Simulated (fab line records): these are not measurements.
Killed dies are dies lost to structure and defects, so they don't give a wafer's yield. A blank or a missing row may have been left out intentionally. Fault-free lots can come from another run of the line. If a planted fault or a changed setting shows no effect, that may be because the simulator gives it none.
The tool behind it: which one? :: flow gf180mcu :: at 1 step of a route of 602, 12 lots with 36 wafers sampled

WHAT EACH GAUGE READ, for each wafer
GF_M2_RS_MEAS_05: a four-point-probe measurement.
lot: L075
measured: day 18 14:19
on: film metro-04
M2_ALCU_RS (ohm/sq): 0.0686 0.0682 0.0687

lot: L077
measured: day 18 22:35
on: film metro-02
M2_ALCU_RS (ohm/sq): 0.0686 0.0691 0.0693

lot: L079
measured: day 19 16:14
on: film metro-04
M2_ALCU_RS (ohm/sq): 0.0701 0.0700 0.0703

lot: L081
measured: day 20 14:39
on: film metro-03
M2_ALCU_RS (ohm/sq): 0.0687 0.0686 0.0679

lot: L083
measured: day 21 15:02
on: film metro-02
M2_ALCU_RS (ohm/sq): 0.0688 0.0695 0.0690

lot: L085
measured: day 21 23:10
on: film metro-03
M2_ALCU_RS (ohm/sq): 0.0687 0.0681 0.0677

lot: L087
measured: day 23 01:22
on: film metro-03
M2_ALCU_RS (ohm/sq): 0.0683 0.0679 0.0696

lot: L089
measured: day 23 22:34
on: film metro-03
M2_ALCU_RS (ohm/sq): 0.0691 0.0697 0.0705

lot: L091
measured: day 24 06:38
on: film metro-02
M2_ALCU_RS (ohm/sq): 0.0699 0.0689 0.0688

lot: L092
measured: day 24 18:29
on: film metro-03
M2_ALCU_RS (ohm/sq): 0.0691 0.0680 0.0696

lot: L095
measured: day 25 10:31
on: film metro-03
M2_ALCU_RS (ohm/sq): 0.0691 0.0695 0.0682

lot: L097
measured: day 25 23:34
on: film metro-04
M2_ALCU_RS (ohm/sq): 0.0701 0.0694 0.0699

WHAT TOOL EACH LOT RAN ON (gives the tool, then ch and the chambers of the sampled wafers, and finally the start)
The record holds no process step before these readings.

THE ANSWER, worked out from the rows above alone
Rule: the lots themselves supply what counts as usual. Put in order of their means at a reading, lots are off if they are a third of the lots or fewer, leave a main group of 4 or more, and stand apart from it by a gap of 3 or more times the standard deviation of the main group's means; of several such gaps the widest counts. The tables above print the reading to a certain number of digits; a main group whose means all agree to those digits is not used. Also off: a lot with no number at a reading for which 4 or more lots have one. Where the step has rows for the other lots, those lots are counted as sound.
Across all readings shown, no lot is off: no conclusion can be drawn from this.

WHAT THE SIMULATOR PUT IN
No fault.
